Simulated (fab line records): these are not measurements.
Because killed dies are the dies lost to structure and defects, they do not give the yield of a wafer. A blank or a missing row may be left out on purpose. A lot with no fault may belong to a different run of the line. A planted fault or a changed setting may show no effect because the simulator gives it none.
fab line records + flow sky130
record:
- lots: 7
- wafers: 19
- last-day: 50
route steps=708 shown LDD_N@249 LDD_P@255 LDD_HVN@267 PAD_OPEN@708
lots with no fault: from the same line, run without faults
start-h: the number of hours between the record's first day and the start of the first shown wafer of the lot + wait-h: time in hours since the lot's previous step + " same as the row above + L1.1+2: a single row standing in for several wafers + - no value, or no start given + * or withheld: withheld + < > ~ a bound
route shown NAME@n: names a module that has steps shown in the file, with the first one's number in the route + usual: mean/standard deviation of fault-free wafers + same: alike in all rows + chamber/n: place in a boat + sites: per-site readings + _std_site: how widely they spread, as a standard deviation + _edge_site: inner sites' mean taken away from outer sites' mean + radius-mm: for every site, how far away it sits from the centre of the wafer + mask NAME#n: copy n + behind: the most recent tool/chamber to have shaped the wafer + hold: why the lot went on hold/how many hours it stayed there/how the hold came to an end + device: whichever transistor did not switch (one of n, p or np) + end of line: the tests these same wafers got at the end of their route + where a step has no rows: the recipe by itself + killed: not the wafer's yield, but the dies lost to structure and defects at the first sort + map: per-die view of a wafer (x killed, . not killed, _ where there is no die)
set.NAME: the setting the step ran with; set.NAME@STEP: the setting that earlier step ran with + model.NAME: the simulator's own value behind a step, which no gauge read
lots at some steps of the route; a table a step, a row a wafer
services: a tool's chamber out of use, with start hour (start-h, from the record's first day; less than 0 if before it), hours out, and reason
== steps ==
step: SKY_LDD_N_IMPLANT_12
recipe:
- species: BF2
- energy-kev: 50
- dose-cm2: 5e+12
- tilt-deg: 30
- rotation-deg: 0
step: SKY_LDD_N_IMPLANT_13
recipe:
- species: BF2
- energy-kev: 50
- dose-cm2: 5e+12
- tilt-deg: 30
- rotation-deg: 90
step: SKY_LDD_N_IMPLANT_14
recipe:
- species: BF2
- energy-kev: 50
- dose-cm2: 5e+12
- tilt-deg: 30
- rotation-deg: 180
step: SKY_LDD_N_IMPLANT_15
recipe:
- species: BF2
- energy-kev: 50
- dose-cm2: 5e+12
- tilt-deg: 30
- rotation-deg: 270
step: SKY_LDD_N_STRIP_16
recipe:
- chemistry: O2/N2
- power-w: 1400
- pressure-mtorr: 1500
- platen-temp-c: withheld
- o2-flow-sccm: 3000
- n2-flow-sccm: 300
- overash-fraction: 0.5
usual:
- drypump-motor-current-A: 5.6/0.3
- oes-product-au: 0.407/0.0044
- strip-time-to-endpoint-s: 4.314/0.018
| lot.wafer | tool            | chamber | start-h | wait-h | drypump-motor-current-A | oes-product-au | rf-hours-counter-h | strip-time-to-endpoint-s |
|-----------|-----------------|---------|---------|--------|-------------------------|----------------|--------------------|--------------------------|
| L729.1    | plasma-asher-02 | 0       | 430.94  | 0.1    | 6.1                     | 0.411          | 72                 | 4.352                    |
| L729.3    | "               | 1       | "       | "      | 5.3                     | 0.409          | -                  | 4.338                    |
| L729.5    | "               | 0       | "       | "      | 6.0                     | 0.411          | -                  | 4.329                    |
| L735.2    | plasma-asher-03 | 1       | 504.37  | 0.1    | 5.2                     | 0.407          | 68                 | 4.296                    |
| L735.4    | "               | 1       | "       | "      | 5.2                     | 0.400          | -                  | 4.287                    |
| L735.6    | "               | 1       | "       | "      | 5.2                     | 0.402          | -                  | 4.300                    |
| L739.3    | plasma-asher-02 | 0       | 538.25  | 0.1    | 6.0                     | 0.409          | -                  | 4.346                    |
| L739.4    | "               | 1       | "       | "      | 5.4                     | 0.406          | -                  | 4.339                    |
| L742.4    | plasma-asher-02 | 0       | 552.16  | 0.1    | 6.0                     | 0.402          | -                  | 4.329                    |
| L742.5    | "               | 0       | "       | "      | 6.1                     | 0.407          | -                  | 4.325                    |
| L744.1    | plasma-asher-03 | 1       | 571.66  | 0.1    | 5.2                     | 0.409          | 75                 | 4.304                    |
| L744.3    | "               | 0       | "       | "      | 5.5                     | 0.412          | -                  | 4.316                    |
| L744.4    | "               | 1       | "       | "      | 5.2                     | 0.407          | -                  | 4.320                    |
| L745.2    | plasma-asher-04 | 0       | 572.79  | 0.1    | 5.7                     | 0.412          | 44                 | 4.351                    |
| L745.3    | "               | 1       | "       | "      | 5.8                     | 0.412          | -                  | 4.325                    |
| L745.4    | "               | 0       | "       | "      | 5.7                     | 0.404          | -                  | 4.316                    |
| L748.1    | plasma-asher-03 | 1       | 599.79  | 0.2    | 5.2                     | 0.410          | 78                 | 4.307                    |
| L748.3    | "               | 0       | "       | "      | 5.4                     | 0.404          | -                  | 4.314                    |
| L748.5    | "               | 1       | "       | "      | 5.2                     | 0.402          | -                  | 4.314                    |
step: SKY_LDD_N_TW_MEAS_17
usual:
- LDD_N_TW: 2584/15
| lot.wafer | tool          | chamber | start-h | wait-h | LDD_N_TW |
|-----------|---------------|---------|---------|--------|----------|
| L729.1    | film-metro-02 | -       | 431.04  | 0.1    | 2569     |
| L729.3    | "             | -       | "       | "      | 2567     |
| L729.5    | "             | -       | "       | "      | 2566     |
| L735.2    | film-metro-02 | -       | 504.48  | 0.1    | 2578     |
| L735.4    | "             | -       | "       | "      | 2575     |
| L735.6    | "             | -       | "       | "      | 2574     |
| L739.3    | film-metro-03 | -       | 538.33  | 0.1    | 2600     |
| L739.4    | "             | -       | "       | "      | 2592     |
| L742.4    | film-metro-03 | -       | 552.25  | 0.1    | 2583     |
| L742.5    | "             | -       | "       | "      | 2585     |
| L744.1    | film-metro-02 | -       | 571.76  | 0.1    | 2550     |
| L744.3    | "             | -       | "       | "      | 2568     |
| L744.4    | "             | -       | "       | "      | 2569     |
| L745.2    | film-metro-03 | -       | 572.90  | 0.1    | 2605     |
| L745.3    | "             | -       | "       | "      | 2593     |
| L745.4    | "             | -       | "       | "      | 2594     |
| L748.1    | film-metro-02 | -       | 599.89  | 0.1    | 2561     |
| L748.3    | "             | -       | "       | "      | 2569     |
| L748.5    | "             | -       | "       | "      | 2549     |
step: SKY_LDD_P_DEHYDRATE_00
recipe:
- temp-c: 200
- time-s: 60
step: SKY_LDD_P_HMDS_01
recipe:
- prime-time-s: 60
- prime-temp-c: 120
step: SKY_LDD_P_COAT_02
recipe:
- resist: NOVOLAK
- spin-rpm: 3000
- resist-thk-nm: 1140
step: SKY_LDD_P_SOFTBAKE_03
recipe:
- temp-c: 90
- time-s: 60
- resist: NOVOLAK
step: SKY_LDD_P_EXPOSE_04
recipe:
- mask-id: PSDM
- na: 0.6
- source-shape: conventional
- sigma-outer: 0.6
- polarization: unpolarized
- target-cd-nm: 380
- dose-mj: 138
step: SKY_LDD_P_PEB_05
recipe:
- temp-c: withheld
- time-s: *
- resist: NOVOLAK
step: SKY_LDD_P_DEVELOP_06
recipe:
- resist: NOVOLAK
- developer: TMAH
- develop-time-s: 60
- dev-temp-c: 23
usual:
- developer-temp-C: 23.01/0.11
| lot.wafer | tool           | chamber | start-h | wait-h | developer-temp-C |
|-----------|----------------|---------|---------|--------|------------------|
| L729.1    | litho-track-01 | 0       | 461.50  | 0.1    | 23.01            |
| L729.3    | "              | 0       | "       | "      | 22.97            |
| L729.5    | "              | 0       | "       | "      | 22.98            |
| L735.2    | litho-track-02 | 0       | 534.34  | 0.1    | 22.92            |
| L735.4    | "              | 0       | "       | "      | 22.91            |
| L735.6    | "              | 0       | "       | "      | 22.92            |
| L739.3    | litho-track-01 | 0       | 568.10  | 0.1    | 23.09            |
| L739.4    | "              | 0       | "       | "      | 23.15            |
| L742.4    | litho-track-01 | 0       | 581.78  | 0.1    | 22.97            |
| L742.5    | "              | 0       | "       | "      | 22.87            |
| L744.1    | litho-track-01 | 0       | 600.60  | 0.1    | 23.02            |
| L744.3    | "              | 0       | "       | "      | 23.07            |
| L744.4    | "              | 0       | "       | "      | 23.21            |
| L745.2    | litho-track-03 | 0       | 601.91  | 0.1    | 23.04            |
| L745.3    | "              | 0       | "       | "      | 23.02            |
| L745.4    | "              | 0       | "       | "      | 22.95            |
| L748.1    | litho-track-03 | 0       | 628.49  | 0.1    | 23.08            |
| L748.3    | "              | 0       | "       | "      | 23.00            |
| L748.5    | "              | 0       | "       | "      | 23.08            |
step: SKY_LDD_P_CD_MEAS_07
recipe:
- target-cd-nm: 380
usual:
- cd-nm: 380.9/2.8
| lot.wafer | tool      | chamber | start-h | wait-h | cd-nm |
|-----------|-----------|---------|---------|--------|-------|
| L729.1    | cd-sem-01 | -       | 461.65  | 0.1    | 382.5 |
| L729.3    | "         | -       | "       | "      | 381.4 |
| L729.5    | "         | -       | "       | "      | 381.6 |
| L735.2    | cd-sem-01 | -       | 534.61  | 0.3    | 379.4 |
| L735.4    | "         | -       | "       | "      | 376.8 |
| L735.6    | "         | -       | "       | "      | 377.3 |
| L739.3    | cd-sem-01 | -       | 568.24  | 0.1    | 376.0 |
| L739.4    | "         | -       | "       | "      | -     |
| L742.4    | cd-sem-02 | -       | 581.91  | 0.1    | -     |
| L742.5    | "         | -       | "       | "      | -     |
| L744.1    | cd-sem-01 | -       | 600.75  | 0.1    | 382.9 |
| L744.3    | "         | -       | "       | "      | 380.9 |
| L744.4    | "         | -       | "       | "      | -     |
| L745.2    | cd-sem-01 | -       | 602.06  | 0.1    | 379.7 |
| L745.3    | "         | -       | "       | "      | 381.5 |
| L745.4    | "         | -       | "       | "      | 380.8 |
| L748.1    | cd-sem-02 | -       | 628.64  | 0.1    | 382.7 |
| L748.3    | "         | -       | "       | "      | 381.3 |
| L748.5    | "         | -       | "       | "      | 383.9 |
step: SKY_LDD_P_OVL_MEAS_08
usual:
- LDD_P_OVL: -1.1/1.2
| lot.wafer | tool       | chamber | start-h | wait-h | LDD_P_OVL[nm] |
|-----------|------------|---------|---------|--------|---------------|
| L729.1    | overlay-01 | -       | 461.77  | 0.1    | -1.3          |
| L729.3    | "          | -       | "       | "      | -1.0          |
| L729.5    | "          | -       | "       | "      | -2.0          |
| L735.2    | overlay-02 | -       | 534.72  | 0.1    | -0.7          |
| L735.4    | "          | -       | "       | "      | -2.6          |
| L735.6    | "          | -       | "       | "      | 0.1           |
| L739.3    | overlay-02 | -       | 568.33  | 0.1    | 0.6           |
| L739.4    | "          | -       | "       | "      | -             |
| L742.4    | overlay-02 | -       | 581.99  | 0.1    | -             |
| L742.5    | "          | -       | "       | "      | -             |
| L744.1    | overlay-01 | -       | 600.87  | 0.1    | -0.9          |
| L744.3    | "          | -       | "       | "      | -1.9          |
| L744.4    | "          | -       | "       | "      | -             |
| L745.2    | overlay-01 | -       | 602.16  | 0.1    | -1.6          |
| L745.3    | "          | -       | "       | "      | -0.7          |
| L745.4    | "          | -       | "       | "      | -2.0          |
| L748.1    | overlay-01 | -       | 628.76  | 0.1    | -2.6          |
| L748.3    | "          | -       | "       | "      | -3.3          |
| L748.5    | "          | -       | "       | "      | -2.8          |
step: SKY_LDD_P_IMPLANT_09
recipe:
- species: BF2
- energy-kev: 25
- dose-cm2: 1e+13
- tilt-deg: withheld
step: SKY_LDD_P_STRIP_10
recipe:
- chemistry: O2/N2
- power-w: 1400
- pressure-mtorr: 1500
- platen-temp-c: withheld
- o2-flow-sccm: 3000
- n2-flow-sccm: 300
- overash-fraction: 0.5
usual:
- drypump-motor-current-A: 5.6/0.31
- oes-product-au: 0.716/0.0053
- strip-time-to-endpoint-s: 14.18/0.04
| lot.wafer | tool            | chamber | start-h | wait-h | drypump-motor-current-A | oes-product-au | rf-hours-counter-h | strip-time-to-endpoint-s |
|-----------|-----------------|---------|---------|--------|-------------------------|----------------|--------------------|--------------------------|
| L729.1    | plasma-asher-02 | 0       | 461.96  | 0.1    | 6.1                     | 0.710          | 76                 | 14.15                    |
| L729.3    | "               | 1       | "       | "      | 5.3                     | 0.713          | -                  | 14.11                    |
| L729.5    | "               | 1       | "       | "      | 5.3                     | 0.728          | -                  | 14.13                    |
| L735.2    | plasma-asher-01 | 0       | 534.90  | 0.1    | 5.3                     | 0.715          | 11                 | 14.20                    |
| L735.4    | "               | 1       | "       | "      | 5.8                     | 0.720          | -                  | 14.22                    |
| L735.6    | "               | 1       | "       | "      | 5.9                     | 0.710          | -                  | 14.17                    |
| L739.3    | plasma-asher-01 | 0       | 568.54  | 0.1    | 5.3                     | 0.718          | -                  | 14.21                    |
| L739.4    | "               | 1       | "       | "      | 5.8                     | 0.719          | -                  | 14.19                    |
| L742.4    | plasma-asher-02 | 0       | 582.19  | 0.1    | 6.1                     | 0.712          | -                  | 14.22                    |
| L742.5    | "               | 0       | "       | "      | 6.1                     | 0.718          | -                  | 14.24                    |
| L744.1    | plasma-asher-03 | 1       | 601.06  | 0.1    | 5.2                     | 0.717          | 78                 | 14.15                    |
| L744.3    | "               | 0       | "       | "      | 5.4                     | 0.717          | -                  | 14.17                    |
| L744.4    | "               | 1       | "       | "      | 5.2                     | 0.706          | -                  | 14.15                    |
| L745.2    | plasma-asher-02 | 1       | 602.34  | 0.1    | 5.4                     | 0.713          | 90                 | 14.21                    |
| L745.3    | "               | 1       | "       | "      | 5.4                     | 0.726          | -                  | 14.16                    |
| L745.4    | "               | 0       | "       | "      | 6.1                     | 0.706          | -                  | 14.14                    |
| L748.1    | plasma-asher-01 | 0       | 628.94  | 0.1    | 5.3                     | 0.719          | 20                 | 14.22                    |
| L748.3    | "               | 1       | "       | "      | 5.8                     | 0.709          | -                  | 14.19                    |
| L748.5    | "               | 0       | "       | "      | 5.3                     | 0.719          | -                  | 14.17                    |
step: SKY_LDD_P_TW_MEAS_11
usual:
- LDD_P_TW: 636.3/2.9
| lot.wafer | tool          | chamber | start-h | wait-h | LDD_P_TW |
|-----------|---------------|---------|---------|--------|----------|
| L729.1    | film-metro-01 | -       | 462.06  | 0.1    | 634.7    |
| L729.3    | "             | -       | "       | "      | 640.4    |
| L729.5    | "             | -       | "       | "      | 640.0    |
| L735.2    | film-metro-04 | -       | 535.01  | 0.1    | 636.1    |
| L735.4    | "             | -       | "       | "      | 633.4    |
| L735.6    | "             | -       | "       | "      | 638.6    |
| L739.3    | film-metro-03 | -       | 568.63  | 0.1    | 640.9    |
| L739.4    | "             | -       | "       | "      | 30.2     |
| L742.4    | film-metro-03 | -       | 582.29  | 0.1    | 30.3     |
| L742.5    | "             | -       | "       | "      | 30.2     |
| L744.1    | film-metro-04 | -       | 601.16  | 0.1    | 634.6    |
| L744.3    | "             | -       | "       | "      | 637.2    |
| L744.4    | "             | -       | "       | "      | 30.0     |
| L745.2    | film-metro-04 | -       | 602.45  | 0.1    | 633.1    |
| L745.3    | "             | -       | "       | "      | 634.5    |
| L745.4    | "             | -       | "       | "      | 633.1    |
| L748.1    | film-metro-03 | -       | 629.04  | 0.1    | 638.8    |
| L748.3    | "             | -       | "       | "      | 641.4    |
| L748.5    | "             | -       | "       | "      | 639.2    |
step: SKY_LDD_HVN_DEHYDRATE_00
recipe:
- temp-c: 200
- time-s: 60
step: SKY_PAD_OPEN_PROBE_99
usual:
- killed_at_M0_to_M3: 44/6.9
- killed_at_M4_up: 3.3/2.1
- killed-at-contacts: 24/4.8
- killed-at-front-end: 15/4.4
- killed-at-other: 0.2/0.48
- killed-dies: 87/9.5
- killed-on-rim: 17/4
- killed-open: 48/6.5
- killed-short: 39/6.3
same:
- gross-dies: 492
- killed-at-back-side: 0
| lot.wafer | tool      | chamber | start-h | wait-h | killed_at_M0_to_M3 | killed_at_M4_up | killed-at-contacts | killed-at-front-end | killed-at-other | killed-dies | killed-on-rim | killed-open | killed-short |
|-----------|-----------|---------|---------|--------|--------------------|-----------------|--------------------|---------------------|-----------------|-------------|---------------|-------------|--------------|
| L729.1    | prober-02 | -       | 1092.80 | 0.1    | 58                 | 2               | 22                 | 11                  | 0               | 93          | 18            | 53          | 40           |
| L729.3    | prober-02 | -       | 1092.90 | 0.2    | 39                 | 3               | 13                 | 15                  | 0               | 70          | 14            | 38          | 32           |
| L729.5    | prober-02 | -       | 1093.00 | 0.2    | 53                 | 2               | 17                 | 17                  | 1               | 90          | 25            | 48          | 42           |
| L735.2    | prober-02 | -       | 1141.09 | 0.1    | 46                 | 2               | 30                 | 16                  | 0               | 94          | 22            | 52          | 42           |
| L735.4    | prober-02 | -       | 1141.19 | 0.2    | 35                 | 2               | 19                 | 9                   | 0               | 65          | 15            | 37          | 28           |
| L735.6    | prober-02 | -       | 1141.29 | 0.2    | 49                 | 1               | 18                 | 11                  | 0               | 79          | 15            | 45          | 34           |
| L739.3    | prober-02 | -       | 1161.26 | 0.2    | 50                 | 0               | 28                 | 17                  | 0               | 95          | 14            | 49          | 46           |
| L739.4    | prober-02 | -       | 1161.31 | 0.2    | 32                 | 1               | 21                 | 438                 | 0               | 492         | 96            | 33          | 32           |
| L742.4    | prober-01 | -       | 1170.45 | 0.2    | 42                 | 3               | 25                 | 422                 | 0               | 492         | 96            | 52          | 41           |
| L742.5    | prober-01 | -       | 1170.50 | 0.2    | 45                 | 1               | 21                 | 424                 | 1               | 492         | 96            | 44          | 44           |
| L744.1    | prober-01 | -       | 1179.99 | 0.1    | 34                 | 1               | 24                 | 19                  | 0               | 78          | 13            | 46          | 32           |
| L744.3    | prober-01 | -       | 1180.09 | 0.2    | 33                 | 0               | 27                 | 16                  | 0               | 76          | 19            | 39          | 37           |
| L744.4    | prober-01 | -       | 1180.14 | 0.2    | 45                 | 2               | 26                 | 419                 | 0               | 492         | 96            | 56          | 33           |
| L745.2    | prober-02 | -       | 1180.05 | 0.1    | 49                 | 2               | 23                 | 19                  | 1               | 94          | 20            | 57          | 37           |
| L745.3    | prober-02 | -       | 1180.10 | 0.2    | 41                 | 8               | 24                 | 22                  | 1               | 96          | 13            | 51          | 45           |
| L745.4    | prober-02 | -       | 1180.15 | 0.2    | 42                 | 4               | 37                 | 15                  | 0               | 98          | 17            | 61          | 37           |
| L748.1    | prober-01 | -       | 1196.74 | 0.1    | 39                 | 0               | 23                 | 22                  | 0               | 84          | 17            | 46          | 38           |
| L748.3    | prober-01 | -       | 1196.84 | 0.2    | 47                 | 3               | 21                 | 20                  | 0               | 91          | 16            | 51          | 40           |
| L748.5    | prober-01 | -       | 1196.94 | 0.2    | 36                 | 3               | 22                 | 17                  | 0               | 78          | 7             | 40          | 38           |
killed by level:class
L729.1 VIA3:geometric-particle:open=15 VIA1:geometric-particle:open=13 LI_CONTACT:geometric-particle:open=8 METAL1:geometric-particle:short=7 CONTACT:geometric-particle:open=6 CONTACT:geometric-particle:short=5 VIA3:geometric-particle:short=5 POLY_GATE:geometric-particle:short=4
L729.3 VIA1:geometric-particle:open=11 CONTACT:geometric-particle:open=8 POLY_GATE:geometric-particle:short=6 VIA3:geometric-particle:short=6 VIA3:geometric-particle:open=6 VIA1:geometric-particle:short=3 VIA2:geometric-particle:open=3 FIELD_ISO:geometric-particle:short=2
L729.5 VIA1:geometric-particle:open=15 LI_CONTACT:geometric-particle:open=7 VIA2:geometric-particle:open=7 VIA1:geometric-particle:short=7 POLY_GATE:geometric-particle:short=5 CONTACT:geometric-particle:short=5 VIA3:geometric-particle:short=5 VIA3:geometric-particle:open=5
L735.2 VIA1:geometric-particle:open=12 LI_CONTACT:geometric-particle:open=11 CONTACT:geometric-particle:open=6 VIA1:geometric-particle:short=6 METAL2:geometric-particle:short=6 VIA3:geometric-particle:open=5 LOCAL_INTERCONNECT:geometric-particle:short=5 FIELD_ISO:geometric-particle:short=4
L735.4 CONTACT:geometric-particle:open=11 VIA1:geometric-particle:open=8 VIA2:geometric-particle:open=5 METAL2:geometric-particle:short=5 METAL3:geometric-particle:short=4 VIA2:geometric-particle:short=4 LI_CONTACT:geometric-particle:open=3 METAL1:geometric-particle:short=3
L735.6 CONTACT:geometric-particle:open=12 VIA1:geometric-particle:open=10 METAL2:geometric-particle:short=7 METAL1:geometric-particle:short=6 VIA3:geometric-particle:open=6 VIA1:geometric-particle:short=5 FIELD_ISO:geometric-particle:open=4 CONTACT:geometric-particle:short=3
L739.3 CONTACT:geometric-particle:open=10 VIA1:geometric-particle:open=9 VIA2:geometric-particle:open=8 LOCAL_INTERCONNECT:geometric-particle:short=7 METAL1:geometric-particle:short=7 METAL2:geometric-particle:short=6 VIA1:geometric-particle:short=6 VIA3:geometric-particle:open=6
L739.4 LDD_P:area-develop=427 VIA2:geometric-particle:open=9 CONTACT:geometric-particle:open=8 CONTACT:geometric-particle:short=8 METAL1:geometric-particle:short=5 VIA3:geometric-particle:open=4 FIELD_ISO:geometric-particle:short=3 VIA1:geometric-particle:open=3
L742.4 LDD_P:area-develop=399 VIA2:geometric-particle:open=10 CONTACT:geometric-particle:open=9 FIELD_ISO:geometric-particle:open=8 FIELD_ISO:geometric-particle:short=8 LI_CONTACT:geometric-particle:open=7 VIA1:geometric-particle:open=7 CONTACT:geometric-particle:short=5
L742.5 LDD_P:area-develop=403 METAL2:geometric-particle:short=9 METAL1:geometric-particle:short=7 VIA2:geometric-particle:open=7 FIELD_ISO:geometric-particle:short=6 POLY_GATE:geometric-particle:open=6 VIA1:geometric-particle:short=6 VIA1:geometric-particle:open=6
L744.1 VIA1:geometric-particle:open=12 POLY_GATE:geometric-particle:open=10 LI_CONTACT:geometric-particle:open=7 CONTACT:geometric-particle:open=7 LOCAL_INTERCONNECT:geometric-particle:short=5 METAL2:geometric-particle:short=5 FIELD_ISO:geometric-particle:short=4 CONTACT:geometric-particle:short=4
L745.2 VIA1:geometric-particle:open=11 VIA2:geometric-particle:open=9 CONTACT:geometric-particle:open=9 FIELD_ISO:geometric-particle:open=7 METAL2:geometric-particle:short=6 LI_CONTACT:geometric-particle:short=5 METAL3:geometric-particle:short=4 LI_CONTACT:geometric-particle:open=4
L744.3 CONTACT:geometric-particle:open=10 VIA1:geometric-particle:open=8 VIA1:geometric-particle:short=7 LI_CONTACT:geometric-particle:open=5 CONTACT:geometric-particle:short=5 FIELD_ISO:geometric-particle:open=4 FIELD_ISO:geometric-particle:short=4 POLY_GATE:geometric-particle:open=4
L745.3 VIA1:geometric-particle:open=11 VIA2:geometric-particle:open=8 LI_CONTACT:geometric-particle:open=8 FIELD_ISO:geometric-particle:short=7 METAL4:geometric-particle:short=7 CONTACT:geometric-particle:open=7 VIA1:geometric-particle:short=5 POLY_GATE:geometric-particle:short=5
L744.4 LDD_P:area-develop=403 CONTACT:geometric-particle:open=14 VIA1:geometric-particle:open=14 VIA2:geometric-particle:open=11 LI_CONTACT:geometric-particle:open=5 FIELD_ISO:geometric-particle:short=4 POLY_GATE:geometric-particle:open=4 POLY_GATE:geometric-particle:short=4
L745.4 LI_CONTACT:geometric-particle:open=17 CONTACT:geometric-particle:open=12 VIA2:geometric-particle:open=8 METAL1:geometric-particle:short=7 FIELD_ISO:geometric-particle:open=6 CONTACT:geometric-particle:short=6 VIA1:geometric-particle:open=5 METAL2:geometric-particle:short=5
L748.1 VIA1:geometric-particle:open=9 FIELD_ISO:geometric-particle:short=7 CONTACT:geometric-particle:open=7 POLY_GATE:geometric-particle:open=6 LI_CONTACT:geometric-particle:open=6 VIA1:geometric-particle:short=5 VIA3:geometric-particle:open=5 LI_CONTACT:geometric-particle:short=4
L748.3 VIA1:geometric-particle:open=15 VIA2:geometric-particle:open=10 METAL2:geometric-particle:short=8 CONTACT:geometric-particle:open=7 POLY_GATE:geometric-particle:short=6 LOCAL_INTERCONNECT:geometric-particle:short=6 FIELD_ISO:geometric-particle:short=5 POLY_GATE:geometric-particle:open=5
L748.5 CONTACT:geometric-particle:open=8 VIA1:geometric-particle:open=7 LI_CONTACT:geometric-particle:open=5 METAL1:geometric-particle:short=5 CONTACT:geometric-particle:short=5 VIA3:geometric-particle:open=5 VIA2:geometric-particle:open=5 METAL2:geometric-particle:short=4
map L739.4 (x killed, . not)
__________xxxxxxxxxx_________
________xxxxxxxxxxxxxx_______
______xxxxxxxxxxxxxxxxxx_____
_____xxxxxxxxxxxxxxxxxxxx____
____xxxxxxxxxxxxxxxxxxxxxx___
___xxxxxxxxxxxxxxxxxxxxxxxx__
__xxxxxxxxxxxxxxxxxxxxxxxxxx_
_xxxxxxxxxxxxxxxxxxxxxxxxxxxx
_xxxxxxxxxxxxxxxxxxxxxxxxxxxx
_xxxxxxxxxxxxxxxxxxxxxxxxxxxx
_xxxxxxxxxxxxxxxxxxxxxxxxxxxx
_xxxxxxxxxxxxxxxxxxxxxxxxxxxx
_xxxxxxxxxxxxxxxxxxxxxxxxxxxx
_xxxxxxxxxxxxxxxxxxxxxxxxxxxx
_xxxxxxxxxxxxxxxxxxxxxxxxxxxx
__xxxxxxxxxxxxxxxxxxxxxxxxxx_
___xxxxxxxxxxxxxxxxxxxxxxxx__
____xxxxxxxxxxxxxxxxxxxxxx___
_____xxxxxxxxxxxxxxxxxxxx____
______xxxxxxxxxxxxxxxxxx_____
________xxxxxxxxxxxxxx_______
__________xxxxxxxxxx_________
map L742.4 (x killed, . not)
__________xxxxxxxxxx_________
________xxxxxxxxxxxxxx_______
______xxxxxxxxxxxxxxxxxx_____
_____xxxxxxxxxxxxxxxxxxxx____
____xxxxxxxxxxxxxxxxxxxxxx___
___xxxxxxxxxxxxxxxxxxxxxxxx__
__xxxxxxxxxxxxxxxxxxxxxxxxxx_
_xxxxxxxxxxxxxxxxxxxxxxxxxxxx
_xxxxxxxxxxxxxxxxxxxxxxxxxxxx
_xxxxxxxxxxxxxxxxxxxxxxxxxxxx
_xxxxxxxxxxxxxxxxxxxxxxxxxxxx
_xxxxxxxxxxxxxxxxxxxxxxxxxxxx
_xxxxxxxxxxxxxxxxxxxxxxxxxxxx
_xxxxxxxxxxxxxxxxxxxxxxxxxxxx
_xxxxxxxxxxxxxxxxxxxxxxxxxxxx
__xxxxxxxxxxxxxxxxxxxxxxxxxx_
___xxxxxxxxxxxxxxxxxxxxxxxx__
____xxxxxxxxxxxxxxxxxxxxxx___
_____xxxxxxxxxxxxxxxxxxxx____
______xxxxxxxxxxxxxxxxxx_____
________xxxxxxxxxxxxxx_______
__________xxxxxxxxxx_________
== services ==
| tool            | chamber | start-h | hours | kind                      |
|-----------------|---------|---------|-------|---------------------------|
| plasma-asher-03 | -       | 410.43  | 0.5   | repair                    |
| plasma-asher-01 | -       | 421.25  | 9.0   | pm                        |
| plasma-asher-01 | 0       | 421.25  | 9.0   | vent-cycle                |
| plasma-asher-01 | 1       | 421.25  | 9.0   | vent-cycle                |
| plasma-asher-01 | 0       | 430.25  | -     | clean                     |
| plasma-asher-01 | 1       | 430.25  | -     | clean                     |
| plasma-asher-04 | -       | 457.94  | 5.8   | repair                    |
| plasma-asher-02 | -       | 534.43  | 1.9   | repair                    |
| plasma-asher-04 | -       | 557.92  | 8.3   | repair                    |
| litho-track-01  | -       | 575.49  | -     | consumable-replace:filter |
== key ==
first-sign:
- step: SKY_LDD_P_CD_MEAS_07
- reading: cd-nm
- direction: missing
effect:
- step: SKY_LDD_P_OVL_MEAS_08
- reading: LDD_P_OVL
- direction: missing
effect:
- step: SKY_LDD_P_TW_MEAS_11
- reading: LDD_P_TW
- direction: down
- sigmas: 99+
- usual: 636.3
- struck: 30.2
effect:
- step: SKY_PAD_OPEN_PROBE_99
- reading: killed-at-front-end
- direction: up
- sigmas: 93
- usual: 15
- struck: 426
more-kills-born-at:
- SKY_LDD_P_DEVELOP_06@litho-track-01: 1632
met-at SKY_LDD_P_DEVELOP_06
struck-wafers L739.4,L742.4,L742.5,L744.4
tester-left-out L739,L742,L744
onset-between 461.50 568.10
fault:
- kind: process-parameter-drift
- tool: litho-track-01
- chamber: -
- onset-h: 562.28
- steps: SKY_LDD_P_DEVELOP_06
- channel: develop-time-s
- offset: *
- shape: step
- end-h: 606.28
- scope: struck-wafers-only
- acts-in: *
- stated: *
tester-left-out: of these lots the tester's yield and bins aren't shown, on N5 and GAA mostly nor the transistor test; their killed dies are dies lost to structure and defects alone, not to doping, threshold or leakage, so they don't give the yield
